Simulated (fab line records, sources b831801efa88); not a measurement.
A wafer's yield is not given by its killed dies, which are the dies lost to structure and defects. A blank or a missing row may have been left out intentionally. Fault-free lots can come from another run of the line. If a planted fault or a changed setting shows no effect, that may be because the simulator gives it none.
Matching of chambers :: flow gf180mcu :: GF_V2_ETCH_16 on rie_diel-04 has 4 sister chambers
The step etches BARC in N2/H2. 8 wafers are shown with their chamber, then 9 later ones without.

WAFERS WITH THEIR CHAMBER
wafer: L081.3
chamber: 0
drypump_motor_current_A (A): 6.0
throttle_valve_pct (%): 13.222

wafer: L084.5
chamber: 2
drypump_motor_current_A (A): 6.0
throttle_valve_pct (%): 13.225

wafer: L085.3
chamber: 1
drypump_motor_current_A (A): 5.4
throttle_valve_pct (%): 13.212

wafer: L085.4
chamber: 2
drypump_motor_current_A (A): 5.9
throttle_valve_pct (%): 13.219

wafer: L085.6
chamber: 3
drypump_motor_current_A (A): 6.1
throttle_valve_pct (%): 13.249

wafer: L087.1
chamber: 0
drypump_motor_current_A (A): 6.0
throttle_valve_pct (%): 13.234

wafer: L087.4
chamber: 1
drypump_motor_current_A (A): 5.4
throttle_valve_pct (%): 13.217

wafer: L087.5
chamber: 3
drypump_motor_current_A (A): 6.1
throttle_valve_pct (%): 13.241

WAFERS WITH NO CHAMBER GIVEN
wafer: L090.1
drypump_motor_current_A (A): 5.4
throttle_valve_pct (%): 13.217

wafer: L090.3
drypump_motor_current_A (A): 6.0
throttle_valve_pct (%): 13.236

wafer: L090.5
drypump_motor_current_A (A): 5.4
throttle_valve_pct (%): 13.225

wafer: L093.1
drypump_motor_current_A (A): 6.1
throttle_valve_pct (%): 13.229

wafer: L093.2
drypump_motor_current_A (A): 6.0
throttle_valve_pct (%): 13.219

wafer: L093.4
drypump_motor_current_A (A): 5.4
throttle_valve_pct (%): 13.232

wafer: L096.1
drypump_motor_current_A (A): 5.9
throttle_valve_pct (%): 13.223

wafer: L096.2
drypump_motor_current_A (A): 6.0
throttle_valve_pct (%): 13.228

wafer: L096.6
drypump_motor_current_A (A): 5.9
throttle_valve_pct (%): 13.221

WHICH CHAMBER EACH ONE RAN IN
wafer: L090.1
from the rows above: 1
in truth: 1

wafer: L090.3
from the rows above: can't be placed: 0 or 2 or 3
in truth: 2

wafer: L090.5
from the rows above: 1
in truth: 1

wafer: L093.1
from the rows above: can't be placed: 3 or 0 or 2
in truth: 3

wafer: L093.2
from the rows above: can't be placed: 2 or 0
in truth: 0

wafer: L093.4
from the rows above: 1
in truth: 1

wafer: L096.1
from the rows above: can't be placed: 2 or 0
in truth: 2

wafer: L096.2
from the rows above: can't be placed: 0 or 2
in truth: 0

wafer: L096.6
from the rows above: can't be placed: 2 or 0
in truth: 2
Placed correctly: 3 of 9. Cannot be placed on the basis of these rows: 6; the candidates contain the true chamber in 6. Number placed wrongly: 0.
How it was worked out, from the rows above alone: a wafer's distance from a chamber is the root of the sum, over the readings, of the square of ((its reading less the chamber's mean) divided by the reading's scatter). If the next closest chamber is less than 2 further off than the closest, the wafer can't be placed; otherwise it belongs to the closest. For every chamber, the mean is computed from those of its wafers that are shown. How the scatter is found: for the shown wafers, subtract from each reading the mean of its chamber, square and add these, divide the total by (wafers less chambers), then take the root.
